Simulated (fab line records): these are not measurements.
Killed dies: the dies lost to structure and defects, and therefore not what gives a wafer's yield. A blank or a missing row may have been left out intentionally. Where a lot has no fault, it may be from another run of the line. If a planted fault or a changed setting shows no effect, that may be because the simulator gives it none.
A struck lot beside a sound one	flow sky130	14 steps out of a route of 708
Sound: the wafers L505.2, L505.4, L505.5. The struck wafers were L516.1, L516.3, L516.5. The cause is given at the end.
At each step with rows: each side's tool, then ch and its chambers, then its first start. Under that, the readings that differ: sound wafers	struck wafers	difference of the means	sigmas: that difference in standard deviations of wafers without a fault.
alike: words and numbers the same on both sides, and readings whose means are apart by under 2 such deviations; not compared: readings that were withheld, readings missing a value for some wafer, numbers with overlapping values and no deviation given by the record, and bounds like >300 which may hide the same value.
A row with sigmas, a row that says differs or no value, or rows on one side alone: a step with any of these is where the two part. Numbers that don't overlap but have no deviation are shown without sigmas and don't part them. A reading missing from all wafers of one side parts the sides only when that side holds two or more wafers.

SKY_PASSIVATION_CVD_02: deposits Si3N4, target thk 540 nm.
  sound on pecvd-02 ch 0,1, day 44 00:54; struck on pecvd-01 ch 1,2, day 47 14:26
  alike: heater-power-w
SKY_PASSIVATION_THK_MEAS_03:
  struck on film-metro-01, day 47 14:39; sound on film-metro-04, day 44 01:08
  alike: PASSIVATION_CVD_02_THK
then, 7 steps without rows for these wafers: SKY_PASSIVATION_DEHYDRATE_04 (time 60 s); SKY_PASSIVATION_HMDS_05 (prime time 60 s); SKY_PASSIVATION_COAT_06 (resist thk 3000 nm); SKY_PASSIVATION_SOFTBAKE_07; SKY_PASSIVATION_EXPOSE_08 (exposes mask NSM, target cd 3000 nm); SKY_PASSIVATION_PEB_09; SKY_PASSIVATION_DEVELOP_10 (develop time 60 s).
SKY_PASSIVATION_ETCH_11: etches the open film in CF4/O2, stops on AlCu, target depth 725 nm, time 161.1 s.
  sound on rie-diel-02 ch 0,2,3, day 44 23:27; struck on rie-diel-02 ch 0,1,2, day 48 09:54
  alike: drypump-motor-current-A, oes-product-au, throttle-valve-pct
  not compared: rf-hours-counter-h
SKY_PASSIVATION_STRIP_12: strips in O2/N2.
  sound on plasma-asher-02 ch 0,1, day 44 23:33; struck on plasma-asher-02 ch 0,1, day 48 10:00
  alike: drypump-motor-current-A, oes-product-au, strip-time-to-endpoint-s
  not compared: rf-hours-counter-h
then, 1 step without rows for these wafers: SKY_PAD_OPEN_DEHYDRATE_00 (time 60 s).
SKY_PAD_OPEN_HMDS_01: prime time 60 s.
  sound on litho-track-03 ch 0, day 45 09:56; struck on litho-track-03 ch 0, day 48 17:42
reading	sound	struck	difference	sigmas
prime-temp-c (C)	120.05 119.97 119.88	119.21 119.19 119.36	-0.71	-5
  alike: exhaust-pa
then, 1 step without rows for these wafers: SKY_PAD_OPEN_COAT_02 (resist thk 3000 nm).

## WHERE THEY PART
SKY_PAD_OPEN_HMDS_01 only, going by this record.

WHY: whatever the simulator had introduced
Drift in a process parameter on litho-track-03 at SKY_PAD_OPEN_HMDS_01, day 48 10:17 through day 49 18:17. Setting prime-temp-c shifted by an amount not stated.
